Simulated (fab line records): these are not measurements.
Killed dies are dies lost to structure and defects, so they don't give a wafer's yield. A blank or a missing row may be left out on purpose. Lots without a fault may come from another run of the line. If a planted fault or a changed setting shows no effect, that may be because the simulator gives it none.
fab line records	flow sky130
[record] lots = 13	wafers = 39	last-day = 49
route steps=708 shown NWELL@64 CONTACT@407 METAL1@449
lots that met no fault: taken from a fault-free run of the same line
start-h: the number of hours between the record's first day and the start of the first shown wafer of the lot	wait-h: hours from the lot's prior step to this one	" repeats the value in the row above	L1.1+2: several wafers, shown together as one row	- no value present, or no start provided	* or withheld: withheld	< > ~ a bound
route shown NAME@n: a module of which the file shows steps, and the number in the route of the first	usual: mean/standard deviation of fault-free wafers	same: alike in all rows	chamber/n: place in a boat	sites: the reading at each site	_std_site: standard deviation across them	_edge_site: the outer-site mean with the inner-site mean subtracted	radius-mm: how far each site lies from the wafer's centre	mask NAME#n: copy n	behind: the most recent tool/chamber to have shaped the wafer	hold: cause of the lot's hold/its duration in hours/its outcome	device: the n, p or np transistor that did not switch	end of line: the tests these same wafers got at the end of their route	a step with no rows: only its recipe	killed: at the first sort, the dies lost to defects and structure; wafer yield is something else	map: a wafer's dies, x killed, . not, _ none there
set.NAME: the setting that was run; set.NAME@STEP: the one run at that earlier step	model.NAME: the simulator's own value behind a step, which no gauge read
one table for each step of the route and one row for each wafer, over a sample of lots
services: when a tool's chamber went out of use (start-h, in hours from the record's first day, below 0 if earlier), for how many hours, and the reason
[[steps]]
[step SKY_NWELL_IMPLANT_11]
[recipe] species = P	energy-kev = 400	dose-cm2 = 1.9e+13	tilt-deg = withheld
[usual] dose-ions-cm2 = 1.8997e+13/2.1e+10	faraday-current-uA = 107.2/2.2
lot.wafer	tool	chamber	start-h	wait-h	dose-ions-cm2	faraday-current-uA
L886.3	implanter-03	0	103.69	0.1	1.8984e+13	104.7
L886.4	"	0	"	"	1.8976e+13	102.7
L886.5	"	0	"	"	1.8991e+13	106.3
L887.2	implanter-02	0	103.70	0.0	1.9015e+13	108.6
L887.3	"	0	"	"	1.8997e+13	108.2
L887.5	"	0	"	"	1.9036e+13	107.5
L888.4	implanter-03	0	111.28	0.1	1.8999e+13	110.7
L888.5	"	0	"	"	1.9003e+13	104.5
L888.6	"	0	"	"	1.8987e+13	110.1
L889.1	implanter-01	0	114.32	0.0	1.8991e+13	108.4
L889.2	"	0	"	"	1.8966e+13	106.1
L889.6	"	0	"	"	1.8979e+13	105.2
L890.2	implanter-01	0	117.17	0.0	1.8989e+13	106.0
L890.3	"	0	"	"	1.9002e+13	103.7
L890.4	"	0	"	"	1.8999e+13	108.0
L891.1	implanter-03	0	118.52	0.0	1.9036e+13	106.7
L891.3	"	0	"	"	1.901e+13	105.8
L891.6	"	0	"	"	1.9e+13	106.3
L892.2	implanter-03	0	127.95	0.0	1.9026e+13	108.5
L892.5	"	0	"	"	1.9034e+13	107.8
L892.6	"	0	"	"	1.8985e+13	106.6
L893.1	implanter-02	0	128.60	0.0	1.8995e+13	104.9
L893.4	"	0	"	"	1.8981e+13	107.6
L893.6	"	0	"	"	1.8994e+13	107.2
L894.1	implanter-03	0	138.77	0.0	1.8996e+13	107.6
L894.5	"	0	"	"	1.8963e+13	110.7
L894.6	"	0	"	"	1.8981e+13	106.8
L898.1	implanter-03	0	155.25	0.0	1.8978e+13	103.9
L898.4	"	0	"	"	1.9016e+13	103.8
L898.5	"	0	"	"	1.9034e+13	106.4
L900.1	implanter-01	0	166.19	0.0	2.1723e+13	120.7
L900.3	"	0	"	"	2.1727e+13	122.6
L900.5	"	0	"	"	2.1719e+13	122.3
L901.3	implanter-01	0	174.34	0.1	2.1693e+13	122.6
L901.4	"	0	"	"	2.1714e+13	126.9
L901.6	"	0	"	"	2.1694e+13	121.7
L903.1	implanter-02	0	183.45	0.0	1.8981e+13	111.5
L903.3	"	0	"	"	1.8963e+13	105.0
L903.6	"	0	"	"	1.8975e+13	105.8
[step SKY_NWELL_TW_MEAS_15]
[usual] NWELL_TW = 1816/17
lot.wafer	tool	chamber	start-h	wait-h	NWELL_TW
L886.3	film-metro-04	-	104.21	0.1	1821
L886.4	"	-	"	"	1833
L886.5	"	-	"	"	1823
L887.2	film-metro-03	-	104.23	0.1	1843
L887.3	"	-	"	"	1845
L887.5	"	-	"	"	1851
L888.4	film-metro-03	-	111.78	0.1	1846
L888.5	"	-	"	"	1841
L888.6	"	-	"	"	1834
L889.1	film-metro-03	-	114.87	0.1	1831
L889.2	"	-	"	"	1842
L889.6	"	-	"	"	1845
L890.2	film-metro-02	-	117.70	0.1	1821
L890.3	"	-	"	"	1811
L890.4	"	-	"	"	1808
L891.1	film-metro-04	-	119.07	0.1	1816
L891.3	"	-	"	"	1815
L891.6	"	-	"	"	1815
L892.2	film-metro-02	-	128.48	0.1	1788
L892.5	"	-	"	"	1780
L892.6	"	-	"	"	1795
L893.1	film-metro-02	-	129.15	0.1	1786
L893.4	"	-	"	"	1798
L893.6	"	-	"	"	1796
L894.1	film-metro-04	-	139.32	0.1	1844
L894.5	"	-	"	"	1835
L894.6	"	-	"	"	1827
L898.1	film-metro-03	-	155.80	0.1	1825
L898.4	"	-	"	"	1827
L898.5	"	-	"	"	1827
L900.1	film-metro-02	-	166.74	0.1	1887
L900.3	"	-	"	"	1887
L900.5	"	-	"	"	1883
L901.3	film-metro-02	-	174.86	0.1	1872
L901.4	"	-	"	"	1881
L901.6	"	-	"	"	1870
L903.1	film-metro-02	-	184.00	0.1	1793
L903.3	"	-	"	"	1801
L903.6	"	-	"	"	1801
[step SKY_NWELL_RS_MEAS_29]
[recipe] thk-meas-gauge = four-point-probe
[usual] NWELL_RS = 625.6/1.9
lot.wafer	tool	chamber	start-h	wait-h	NWELL_RS[ohm/sq]
L886.3	film-metro-02	-	122.85	0.1	626.1
L886.4	"	-	"	"	623.5
L886.5	"	-	"	"	623.8
L887.2	film-metro-04	-	122.97	0.1	625.7
L887.3	"	-	"	"	623.8
L887.5	"	-	"	"	623.0
L888.4	film-metro-03	-	131.17	0.1	622.0
L888.5	"	-	"	"	623.3
L888.6	"	-	"	"	622.0
L889.1	film-metro-04	-	134.65	0.1	625.2
L889.2	"	-	"	"	625.0
L889.6	"	-	"	"	624.1
L890.2	film-metro-02	-	137.12	0.1	623.7
L890.3	"	-	"	"	623.7
L890.4	"	-	"	"	620.7
L891.1	film-metro-03	-	137.93	0.1	624.1
L891.3	"	-	"	"	624.6
L891.6	"	-	"	"	625.7
L892.2	film-metro-03	-	147.87	0.1	627.7
L892.5	"	-	"	"	627.0
L892.6	"	-	"	"	627.0
L893.1	film-metro-02	-	148.68	0.1	624.8
L893.4	"	-	"	"	623.8
L893.6	"	-	"	"	622.9
L894.1	film-metro-02	-	158.98	0.1	625.8
L894.5	"	-	"	"	626.4
L894.6	"	-	"	"	625.7
L898.1	film-metro-03	-	175.90	0.1	626.4
L898.4	"	-	"	"	623.8
L898.5	"	-	"	"	627.1
L900.1	film-metro-02	-	187.70	0.1	579.7
L900.3	"	-	"	"	579.5
L900.5	"	-	"	"	580.0
L901.3	film-metro-04	-	196.12	0.1	583.3
L901.4	"	-	"	"	583.7
L901.6	"	-	"	"	583.6
L903.1	film-metro-04	-	205.32	0.1	626.8
L903.3	"	-	"	"	626.6
L903.6	"	-	"	"	624.5
[step SKY_CONTACT_THK_MEAS_01]
[recipe] reads = Si3N4_of_CONTACT_CVD_00
[usual] CONTACT_CVD_00_THK = 75.0/1.1
lot.wafer	tool	chamber	start-h	wait-h	CONTACT_CVD_00_THK[nm]
L886.3	film-metro-01	-	726.47	-	74.7
L886.4	"	-	"	"	74.0
L886.5	"	-	"	"	76.2
L887.2	film-metro-01	-	731.84	-	74.7
L887.3	"	-	"	"	74.0
L887.5	"	-	"	"	76.7
L888.4	film-metro-04	-	745.22	-	76.3
L888.5	"	-	"	"	75.4
L888.6	"	-	"	"	76.4
L889.1	film-metro-01	-	746.80	-	74.3
L889.2	"	-	"	"	75.6
L889.6	"	-	"	"	77.1
L890.2	film-metro-04	-	751.07	-	74.5
L890.3	"	-	"	"	72.8
L890.4	"	-	"	"	75.5
L891.1	film-metro-04	-	753.80	-	75.3
L891.3	"	-	"	"	74.7
L891.6	"	-	"	"	76.9
L892.2	film-metro-04	-	764.19	-	74.5
L892.5	"	-	"	"	74.8
L892.6	"	-	"	"	74.9
L893.1	film-metro-03	-	769.73	-	74.7
L893.4	"	-	"	"	76.0
L893.6	"	-	"	"	76.4
L894.1	film-metro-01	-	782.43	-	73.7
L894.5	"	-	"	"	75.2
L894.6	"	-	"	"	74.5
L898.1	film-metro-04	-	799.88	-	74.5
L898.4	"	-	"	"	75.1
L898.5	"	-	"	"	76.8
L900.1	film-metro-01	-	818.65	-	73.5
L900.3	"	-	"	"	72.4
L900.5	"	-	"	"	75.2
L901.3	film-metro-03	-	826.37	-	75.1
L901.4	"	-	"	"	76.5
L901.6	"	-	"	"	75.0
L903.1	film-metro-01	-	837.48	-	75.4
L903.3	"	-	"	"	74.5
L903.6	"	-	"	"	76.4
[step SKY_METAL1_CD_MEAS_15]
[recipe] target-cd-nm = 140
[usual] cd-nm = 139.9/1.6
lot.wafer	tool	chamber	start-h	wait-h	cd-nm
L886.3	cd-sem-01	-	782.39	-	139.4
L886.4	"	-	"	"	139.7
L886.5	"	-	"	"	138.8
L887.2	cd-sem-01	-	789.45	-	141.8
L887.3	"	-	"	"	142.1
L887.5	"	-	"	"	140.7
L888.4	cd-sem-01	-	800.91	-	139.8
L888.5	"	-	"	"	139.6
L888.6	"	-	"	"	139.5
L889.1	cd-sem-01	-	803.00	-	139.6
L889.2	"	-	"	"	139.7
L889.6	"	-	"	"	140.2
L890.2	cd-sem-02	-	806.35	-	139.6
L890.3	"	-	"	"	139.6
L890.4	"	-	"	"	139.5
L891.1	cd-sem-02	-	809.16	-	137.2
L891.3	"	-	"	"	136.9
L891.6	"	-	"	"	137.5
L892.2	cd-sem-01	-	820.00	-	139.5
L892.5	"	-	"	"	138.3
L892.6	"	-	"	"	137.8
L893.1	cd-sem-01	-	824.30	-	138.8
L893.4	"	-	"	"	137.9
L893.6	"	-	"	"	138.2
L894.1	cd-sem-01	-	836.71	-	138.8
L894.5	"	-	"	"	138.8
L894.6	"	-	"	"	138.5
L898.1	cd-sem-02	-	855.91	-	139.6
L898.4	"	-	"	"	138.7
L898.5	"	-	"	"	138.3
L900.1	cd-sem-01	-	873.65	-	139.9
L900.3	"	-	"	"	139.7
L900.5	"	-	"	"	139.4
L901.3	cd-sem-02	-	882.04	-	139.9
L901.4	"	-	"	"	141.5
L901.6	"	-	"	"	140.9
L903.1	cd-sem-01	-	892.43	-	143.7
L903.3	"	-	"	"	143.4
L903.6	"	-	"	"	142.6
[step SKY_METAL1_OVL_MEAS_16]
[usual] METAL1_OVL = 5/5.8
lot.wafer	tool	chamber	start-h	wait-h	METAL1_OVL[nm]
L886.3	overlay-01	-	782.49	0.1	-4
L886.4	"	-	"	"	10
L886.5	"	-	"	"	5
L887.2	overlay-02	-	789.56	0.1	5
L887.3	"	-	"	"	7
L887.5	"	-	"	"	11
L888.4	overlay-02	-	800.99	0.1	-3
L888.5	"	-	"	"	-6
L888.6	"	-	"	"	-3
L889.1	overlay-01	-	803.12	0.1	3
L889.2	"	-	"	"	4
L889.6	"	-	"	"	5
L890.2	overlay-01	-	806.46	0.1	7
L890.3	"	-	"	"	5
L890.4	"	-	"	"	5
L891.1	overlay-01	-	809.28	0.1	-8
L891.3	"	-	"	"	-9
L891.6	"	-	"	"	2
L892.2	overlay-01	-	820.11	0.1	6
L892.5	"	-	"	"	2
L892.6	"	-	"	"	4
L893.1	overlay-01	-	824.42	0.1	17
L893.4	"	-	"	"	2
L893.6	"	-	"	"	2
L894.1	overlay-02	-	836.83	0.1	8
L894.5	"	-	"	"	9
L894.6	"	-	"	"	4
L898.1	overlay-01	-	856.03	0.1	9
L898.4	"	-	"	"	-2
L898.5	"	-	"	"	3
L900.1	overlay-02	-	873.77	0.1	8
L900.3	"	-	"	"	4
L900.5	"	-	"	"	11
L901.3	overlay-01	-	882.14	0.1	3
L901.4	"	-	"	"	6
L901.6	"	-	"	"	3
L903.1	overlay-02	-	892.55	0.1	6
L903.3	"	-	"	"	4
L903.6	"	-	"	"	7
[[services]]
tool	chamber	start-h	hours	kind
implanter-02	-	110.16	1.5	repair
implanter-03	-	127.09	0.7	repair
[[key]]
[first-sign] step = SKY_NWELL_IMPLANT_11	reading = dose-ions-cm2	direction = up	sigmas = 99+	usual = *	struck = *
[effect] step = SKY_NWELL_IMPLANT_11	reading = faraday-current-uA	direction = up	sigmas = 7.1	usual = 107.2	struck = 122.8
[effect] step = SKY_NWELL_TW_MEAS_15	reading = NWELL_TW	direction = up	sigmas = 3.7	usual = 1816	struck = 1880
[effect] step = SKY_NWELL_RS_MEAS_29	reading = NWELL_RS	direction = down	sigmas = 23	usual = 625.6	struck = 581.6
met-at SKY_NWELL_IMPLANT_11
struck-lots L900,L901
tester-left-out L900,L901
not-acting-at SKY_CONTACT_THK_MEAS_01,SKY_METAL1_CD_MEAS_15,SKY_METAL1_OVL_MEAS_16
onset-between 117.17 166.19
[fault] kind = process-parameter-drift	tool = implanter-01	chamber = -	onset-h = 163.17	steps = SKY_NWELL_IMPLANT_11	channel = dose-cm2	offset = *	shape = step	end-h = 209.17	acts-in = *	stated = *
// tester-left-out: of these lots the tester's yield and bins aren't shown, on N5 and GAA mostly nor the transistor test; their killed dies are dies lost to structure and defects alone, not to doping, threshold or leakage, so they don't give the yield
